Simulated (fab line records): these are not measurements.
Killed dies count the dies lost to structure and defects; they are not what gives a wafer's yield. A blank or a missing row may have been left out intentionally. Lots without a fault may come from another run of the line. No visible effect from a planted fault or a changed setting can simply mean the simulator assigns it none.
Which of the tools did it?    flow gf180mcu    14 lots with 41 wafers sampled at 2 steps, on a route of 602 steps

WHAT THE GAUGES READ, wafer by wafer
GF_TOP_METAL_OVL_MEAS_15. Usual: for TOP_METAL_OVL the level is 0.5 nm and the standard deviation is 1.5.
lot   measured      on          TOP_METAL_OVL (nm)  flag
L843  day 28 07:19  overlay-01  0.6 0.5 -1.3        
L845  day 29 04:03  overlay-01  2.7 1.2 2.7         
L846  day 29 14:30  overlay-02  1.5 0.0 1.1         
L847  day 29 16:06  overlay-02  -1.1 1.6 -0.1       
L848  day 29 19:57  overlay-01  -0.9 0.0 1.5        
L849  day 30 03:22  overlay-01  -1.9 -2.2 -1.6      
L850  day 30 14:15  overlay-02  1.8 -0.6 2.9        
L852  day 31 06:34  overlay-02  3.8 1.2 3.8         
L853  day 31 05:18  overlay-02  0.5 0.7 -0.4        
L854  day 31 13:27  overlay-02  -1.5 -1.5 -0.3      
L863  day 33 17:56  overlay-01  -0.8 1.2 -0.4       
L864  day 33 16:55  overlay-02  1.8 2.0 1.8         
L865  day 33 20:26  overlay-01  0.8 1.8             
L866  day 33 22:31  overlay-02  1.6 -0.7 0.6        

TOOL THAT RAN EACH LOT (tool first, then ch and the chambers of the sampled wafers, then the start)
lot   GF_NWELL_STRIP_10
L843  plasma_asher-01 ch 0,1, day 3 07:53
L845  plasma_asher-03 ch 0,1, day 3 17:17
L846  plasma_asher-01 ch 0,1, day 3 23:28
L847  plasma_asher-03 ch 0,1, day 4 04:06
L848  plasma_asher-02 ch 0, day 4 10:59
L849  plasma_asher-03 ch 0,1, day 4 15:28
L850  plasma_asher-03 ch 0,1, day 4 21:29
L852  plasma_asher-02 ch 0,1, day 5 09:09
L853  plasma_asher-03 ch 0,1, day 5 13:37
L854  plasma_asher-03 ch 0,1, day 5 18:16
L863  plasma_asher-02 ch 0,1, day 7 22:56
L864  plasma_asher-02 ch 0,1, day 8 04:31
L865  plasma_asher-02 ch 1, day 8 07:49
L866  plasma_asher-01 ch 0,1, day 8 13:43
- GF_NWELL_STRIP_10: strips in O2/N2.

WHAT THE TOOLS THEMSELVES READ (means of the sampled wafers that have a number; where no wafer has one, the mark that the record gives instead)
GF_NWELL_STRIP_10. Usual: drypump_motor_current_A 5.6 A, standard deviation 0.43; heater_power_w 361 W, standard deviation 29; oes_product_au 0.723 a.u., standard deviation 0.0049; strip_time_to_endpoint_s 36.97 s, standard deviation 0.1.
lot   tool             drypump_motor_current_A (A)  heater_power_w (W)  oes_product_au (a.u.)  strip_time_to_endpoint_s (s)  flag
L843  plasma_asher-01  5.5                          343                 0.723                  37.04                         
L845  plasma_asher-03  6.2                          391                 0.717                  36.89                         
L846  plasma_asher-01  5.7                          359                 0.720                  36.92                         
L847  plasma_asher-03  5.9                          399                 0.723                  37.02                         
L848  plasma_asher-02  5.2                          316                 0.726                  37.09                         
L849  plasma_asher-03  5.8                          394                 0.723                  37.03                         
L850  plasma_asher-03  6.1                          391                 0.724                  36.85                         
L852  plasma_asher-02  5.2                          331                 0.723                  37.09                         
L853  plasma_asher-03  6.1                          386                 0.725                  36.93                         
L854  plasma_asher-03  6.1                          391                 0.725                  36.91                         
L863  plasma_asher-02  5.3                          351                 0.723                  36.98                         
L864  plasma_asher-02  5.2                          337                 0.721                  36.85                         
L865  plasma_asher-02  5.4                          358                 0.722                  36.85                         
L866  plasma_asher-01  5.5                          342                 0.723                  36.83                         

THE ANSWER, worked out from the rows above alone
Rule: a lot is off if the mean of its wafers that have a number lies more than 3 standard deviations from the usual mean. A lot without any number at a reading at which 4 lots or more have one is off too. The other lots that the step has rows for count as sound. The gauges are gone through in route order, then the tools' own readings, and for those a lot's mean is taken as printed above. At the first step where some lot is off, the reading lying furthest off is the one used; lots without a number count as furthest.
Nothing can be told from this: no lot is off at any reading shown.

WHAT THE SIMULATOR HAD INSERTED
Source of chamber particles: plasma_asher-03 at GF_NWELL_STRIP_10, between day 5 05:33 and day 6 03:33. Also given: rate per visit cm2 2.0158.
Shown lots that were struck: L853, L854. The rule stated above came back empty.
